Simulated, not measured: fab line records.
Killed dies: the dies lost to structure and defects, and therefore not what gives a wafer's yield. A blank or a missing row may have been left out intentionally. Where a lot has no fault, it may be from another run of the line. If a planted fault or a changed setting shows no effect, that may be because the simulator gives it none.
8D (eight disciplines) problem report, filled in by code -- flow sky130 -- the parts of the form that need people (team, actions taken, sign-off) are left out

## 1. THE PROBLEM
CAP2M_CVD_00_THK at SKY_CAP2M_THK_MEAS_01 reads a mean of 25.32 nm on 3 wafers of 2 lots; wafers without a fault read 15.48 nm with a standard deviation of 0.26. Relative to the usual mean, that is a shift of +38 standard deviations.
Earliest sighting: wafer L602.5 on film metro-04 at day 44 07:46. At this step, 33 wafers from 11 lots have a number in the record. Rule for "out" (also "out of limits"): further than 4 standard deviations from the usual mean. Any other wafer with a number is counted as sound.

## 2. WHAT IT IS, WHAT IT ISN'T
question,is,is not
which readings at this step,CAP2M_CVD_00_THK,-
which lots,"L602, L606","L586, L589, L590, L592, L596, L601, L605, L608, L609"
which wafers of those lots,"L602.5, L606.2, L606.6","L602.2, L602.6, L606.4"
read on which gauges,"film metro-03, film metro-04",film metro-02
when,from day 44 07:46,"up to then (20 sound wafers); but 10 sound wafers of L605, L606, L608, L609 came after"

## 3. THE SUSPECTS, EACH WITH WHAT RULES IT OUT
Counting: any tool at a process step up to the reading remains a suspect provided it ran every lot that is out. Sound lots after the first of them don't rule it out here, since some wafers of a struck lot are sound.
- the gauge at SKY_CAP2M_THK_MEAS_01: ruled out. The wafers that are out were read on 2 gauges (film metro-03, film metro-04).
- rie metal-03 at SKY_METAL3_ETCH_16 (etches BARC in N2/H2, stops on SiO2, time 88.2 s, target depth 60 nm): kept. It processed each lot that is out (first: L602, day 43 06:06); up to then, its last sound lot is L596 (day 41 15:35).
- pecvd-01 at SKY_CAP2M_CVD_00 (deposits SiO2, target thk 15.5 nm): kept. It processed each lot that is out (first: L602, day 44 07:43); up to then, its last sound lot is L601 (day 44 04:11).
- At SKY_CAP2M_CVD_00, inside pecvd-01: chamber 0 took the wafers that are out, while their sound lot-mates went through chambers 1, 2.
The count leaves pecvd-01 at SKY_CAP2M_CVD_00 and rie metal-03 at SKY_METAL3_ETCH_16.

## 4. THE CAUSE (what the simulator had put in)
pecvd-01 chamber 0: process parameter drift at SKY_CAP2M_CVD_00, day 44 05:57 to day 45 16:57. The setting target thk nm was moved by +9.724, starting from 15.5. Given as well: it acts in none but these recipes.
This tool is one of the 2 suspects left after counting.

## 5. THE CHAIN OF EFFECTS, in route order
Each row: a reading where the mean over the struck wafers with a number is more than 3 standard deviations away from the usual. Only readings for which the record gives a usual standard deviation are gone through. hours: the time from each lot's start at the first step in this table that gives one to its start at this step, as a median over the lots. sigmas: the change in usual standard deviations.
hours,step,reading,usual,on struck wafers,change,sigmas
0,SKY_CAP2M_THK_MEAS_01,CAP2M_CVD_00_THK,15.48 nm,25.32,+9.84,+38
43,SKY_METAL4_ETCH_17,oes product au,0.754 a.u.,0.975,+0.221,+29
Process steps it contains:
- SKY_METAL4_ETCH_17: etches SiO2 in C4F8/O2/Ar, stops on TiN, time 3.9 s, target depth 15 nm.
At these later measuring or inspecting steps, every struck wafer for which the step has a row has a number for every such reading, and none has moved that far: SKY_CAP2M_OVL_MEAS_12.

## 6. WHAT WOULD HAVE CAUGHT IT SOONER
Counted from the fault's start at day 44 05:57, it took 2 hours until the first out-of-limits reading at a measuring or inspecting step in this record, taken at day 44 07:46.
Tool readings at SKY_CAP2M_CVD_00 with a usual standard deviation given in the record: none out on any struck wafer, hence no alarm at a limit of 4 standard deviations on them.
Lots out: 2; of these, L606 started SKY_CAP2M_CVD_00 on pecvd-01 after day 44 07:46. Putting the tool on hold at that point would have spared it.
